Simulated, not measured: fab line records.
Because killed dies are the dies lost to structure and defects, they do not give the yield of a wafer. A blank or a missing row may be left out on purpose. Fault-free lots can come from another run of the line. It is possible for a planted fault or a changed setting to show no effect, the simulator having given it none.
2 desks looking at one fault -- flow gf180mcu -- what lay behind the numbers comes last; until then each desk has only its own

THE METROLOGY DESK
What the gauges read, lot by lot, whatever tool the lot ran on: means of the sampled wafers that have a number. If a lot's mean is further than 4 standard deviations from the usual mean, the lot is out of limits and carries the mark OUT (the distance appears in the brackets).
Columns: A = M3_ALCU_RS at GF_M3_RS_MEAS_05, usual 0.0696 ohm/sq; B = M3_OVL at GF_M3_OVL_MEAS_15, usual 1 nm; C = cdNm at GF_V3_CD_MEAS_14, usual 260.2 nm
lot,first seen here,A,B,C
L671,day 21 04:07,0.0697,-1,262.9
L670,day 21 06:57,0.0705,1,259.7
L674,day 21 09:58,0.0697,0,258.4
L675,day 21 11:54,0.0699,-3,260.5
L676,day 21 19:51,0.0706,-6,260.3
L677,day 22 05:19,0.0690,2,258.6
L678,day 22 07:52,0.0701,6,260.1
L679,day 22 22:04,0.0678,0,257.9
L680,day 23 02:34,0.0703,-1,260.1
L681,day 23 10:28,0.0699,-0,261.4
L684,day 24 07:38,0.0697,-7,261.7
L687,day 25 12:18,0.0698,2,264.9
This desk's verdict: no lot among the 12 shows anything out of limits.

DESK OF THE TOOL OWNER: krfScanner-01
The tool's own readings at GF_V3_EXPOSE_11 (exposes mask Via3, target cd 260 nm): means of the sampled wafers that have a number, for each lot that ran on this tool. If a lot's mean is further than 4 standard deviations from the usual mean, the lot is out of limits and carries the mark OUT (the distance appears in the brackets).
Columns: A = stageVelMmS at GF_V3_EXPOSE_11, usual 500.02 mm/s
lot,first seen here,A
L671,day 22 14:43,500.06
L670,day 22 18:34,499.99
L675,day 22 23:41,499.81
L676,day 23 07:13,500.02
L677,day 23 16:14,499.93
L678,day 23 19:23,500.12
L679,day 24 08:44,499.90
L680,day 24 12:42,499.72
L681,day 24 21:17,500.20
L684,day 25 18:39,499.92
L687,day 26 23:04,500.40
This desk's verdict: no lot among the 11 shows anything out of limits.

TAKEN TOGETHER
At the metrology desk, nothing out of limits was observed.
The tool owner's desk saw nothing out of limits.

WHAT THE SIMULATOR PUT IN
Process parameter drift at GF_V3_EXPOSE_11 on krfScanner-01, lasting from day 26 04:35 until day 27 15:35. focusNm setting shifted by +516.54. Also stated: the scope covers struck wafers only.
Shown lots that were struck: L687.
